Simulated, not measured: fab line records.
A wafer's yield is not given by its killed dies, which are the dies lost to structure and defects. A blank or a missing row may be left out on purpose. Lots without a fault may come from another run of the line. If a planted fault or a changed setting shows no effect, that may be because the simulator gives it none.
A struck lot beside a sound one -- flow sky130 -- 42 steps out of a route of 708
Sound: the wafers L250.2, L250.4, L250.6. The struck wafers were L261.2, L261.3, L261.4. The cause is named last.
Each step with rows lists, per side, the tool, then ch with its chambers, then its first start. Under that, the readings that differ: sound wafers -- struck wafers -- difference of the means -- sigmas: that difference in standard deviations of wafers without a fault.
alike: words and numbers the same on both sides, and readings whose means are apart by under 2 such deviations; not compared: readings that were withheld, readings missing a value for some wafer, numbers with overlapping values and no deviation given by the record, and bounds like >300 which may hide the same value.
Wherever a step has rows on one side only, a row that says differs or no value, or a row with sigmas, the two part there. Numbers that have no deviation but don't overlap get no sigmas and don't part them. A reading that every wafer of one side lacks parts them only if that side has two wafers or more.

SKY_NWELL_TW_MEAS_15:
  sound: filmMetro-04 at day 5 00:31; struck: filmMetro-01 at day 7 17:58
  alike: NWELL_TW
then, 7 steps without rows for these wafers: SKY_NWELL_DEHYDRATE_16 (time 60 s); SKY_NWELL_HMDS_17 (prime time 60 s); SKY_NWELL_COAT_18 (resist thk 3000 nm); SKY_NWELL_SOFTBAKE_19; SKY_NWELL_EXPOSE_20 (exposes mask NWM COMPLEMENT, target cd 840 nm); SKY_NWELL_PEB_21; SKY_NWELL_DEVELOP_22 (develop time 60 s).
SKY_NWELL_OVL_MEAS_23:
  sound: overlay-01 at day 5 18:32; struck: overlay-01 at day 8 12:37
reading,sound,struck,difference,sigmas
NWELL_01_OVL (nm),3.3 3.3 3.5,-0.6 -1.4 -1.6,-4.6,-3
after that, 1 step had no rows for these wafers: SKY_NWELL_IMPLANT_24.
SKY_NWELL_STRIP_25: strips in O2/N2.
  sound on plasmaAsher-02 ch 0,1, day 5 18:43; struck on plasmaAsher-02 ch 0,1, day 8 12:48
  alike: drypumpMotorCurrentA, oesProductAu, stripTimeToEndpointS
  not compared: rfHoursCounterH
SKY_NWELL_TW_MEAS_26:
  sound: filmMetro-02 at day 5 18:49; struck: filmMetro-01 at day 8 12:55
reading,sound,struck,difference,sigmas
NWELL_2_TW,497 498 498,487 488 489,-10,-3
SKY_NWELL_CLEAN_27: cleans in SC1/SC2, time 150 s.
  sound on wetBench-03 ch 1, day 5 18:52; struck on wetBench-01 ch 2, day 8 12:58
SKY_NWELL_RTA_28: time 30 s.
  sound on rtpAnneal-02 ch 0, day 5 18:56; struck on rtpAnneal-02 ch 0, day 8 13:02
  alike: lampPowerPct, wafer_temp_C_max
SKY_NWELL_RS_MEAS_29: uses a four-point probe to measure.
  sound: filmMetro-02 at day 5 19:02; struck: filmMetro-02 at day 8 13:08
  alike: NWELL_RS
SKY_NWELL_RS_MEAS_31: uses a four-point probe to measure.
  sound: filmMetro-02 at day 5 19:17; struck: filmMetro-02 at day 8 13:22
  alike: PWDE_RS
then, 7 steps without rows for these wafers: SKY_VT_ADJUST_HVTP_DEHYDRATE_00 (time 60 s); SKY_VT_ADJUST_HVTP_HMDS_01 (prime time 60 s); SKY_VT_ADJUST_HVTP_COAT_02 (resist thk 1140 nm); SKY_VT_ADJUST_HVTP_SOFTBAKE_03 (time 60 s); SKY_VT_ADJUST_HVTP_EXPOSE_04 (exposes mask HVTPM, target cd 380 nm); SKY_VT_ADJUST_HVTP_PEB_05; SKY_VT_ADJUST_HVTP_DEVELOP_06 (develop time 60 s).
SKY_VT_ADJUST_HVTP_CD_MEAS_07: target cd 380 nm.
  sound: cdSem-02 at day 6 13:17; struck: cdSem-02 at day 9 10:38
  alike: cdNm
SKY_VT_ADJUST_HVTP_OVL_MEAS_08:
  sound: overlay-01 at day 6 13:24; struck: overlay-02 at day 9 10:44
  alike: VT_ADJUST_HVTP_OVL
after that, 1 step had no rows for these wafers: SKY_VT_ADJUST_HVTP_IMPLANT_09.
SKY_VT_ADJUST_HVTP_STRIP_10: strips in O2/N2.
  sound on plasmaAsher-01 ch 0,1, day 6 13:35; struck on plasmaAsher-01 ch 0,1, day 9 10:55
  alike: drypumpMotorCurrentA, oesProductAu, stripTimeToEndpointS
  not compared: rfHoursCounterH
SKY_VT_ADJUST_HVTP_TW_MEAS_11:
  sound: filmMetro-03 at day 6 13:41; struck: filmMetro-02 at day 9 11:01
  alike: VT_ADJUST_HVTP_TW
then, 7 steps without rows for these wafers: SKY_VT_ADJUST_LVTN_DEHYDRATE_00 (time 60 s); SKY_VT_ADJUST_LVTN_HMDS_01 (prime time 60 s); SKY_VT_ADJUST_LVTN_COAT_02 (resist thk 3000 nm); SKY_VT_ADJUST_LVTN_SOFTBAKE_03; SKY_VT_ADJUST_LVTN_EXPOSE_04 (exposes mask NWM COMPLEMENT LESS NATIVE, target cd 840 nm); SKY_VT_ADJUST_LVTN_PEB_05; SKY_VT_ADJUST_LVTN_DEVELOP_06 (develop time 60 s).
SKY_VT_ADJUST_LVTN_OVL_MEAS_07:
  sound: overlay-01 at day 7 09:05; struck: overlay-01 at day 10 07:56
  alike: VT_ADJUST_LVTN_OVL
after that, 1 step had no rows for these wafers: SKY_VT_ADJUST_LVTN_IMPLANT_08.
SKY_VT_ADJUST_LVTN_STRIP_09: strips in O2/N2.
  sound on plasmaAsher-04 ch 0,1, day 7 09:16; struck on plasmaAsher-03 ch 0,1, day 10 08:07
  alike: drypumpMotorCurrentA, oesProductAu, stripTimeToEndpointS
  not compared: rfHoursCounterH
SKY_VT_ADJUST_LVTN_TW_MEAS_10:
  sound: filmMetro-02 at day 7 09:22; struck: filmMetro-03 at day 10 08:13
reading,sound,struck,difference,sigmas
VT_ADJUST_LVTN_TW,242.0 243.5 241.6,240.0 237.6 240.1,-3.1,-2
then, 2 steps without rows for these wafers: SKY_VT_ADJUST_LVTN_DEHYDRATE_11 (time 60 s); SKY_VT_ADJUST_LVTN_HMDS_12 (prime time 60 s).
-- record jumps: 38 days separate the struck wafers' starts on either side; left off in module VT_ADJUST_LVTN, taken up again in module PAD_OPEN, whose first shown step is the route's number 708 --
SKY_PAD_OPEN_PROBE_99:
  sound: prober-02 at day 46 04:02; struck: prober-01 at day 48 17:02
reading,sound,struck,difference,sigmas
hold,- - -,awaitDispo/3.6h/release awaitDispo/3.6h/release awaitDispo/3.6h/release,no value on the sound wafers,
killedAtFrontEnd,15 19 14,53 59 52,+39,+9
killedDies,78 92 86,93 131 112,+27,+3
  alike: killed_at_M0_to_M3, killed_at_M4_up, killedAtContacts, killedAtOther, killedOpen, killedShort

WHERE THEY PART
Last at SKY_PAD_OPEN_PROBE_99 as far as this record goes, first at SKY_NWELL_OVL_MEAS_23.

WHY: what the simulator had put in
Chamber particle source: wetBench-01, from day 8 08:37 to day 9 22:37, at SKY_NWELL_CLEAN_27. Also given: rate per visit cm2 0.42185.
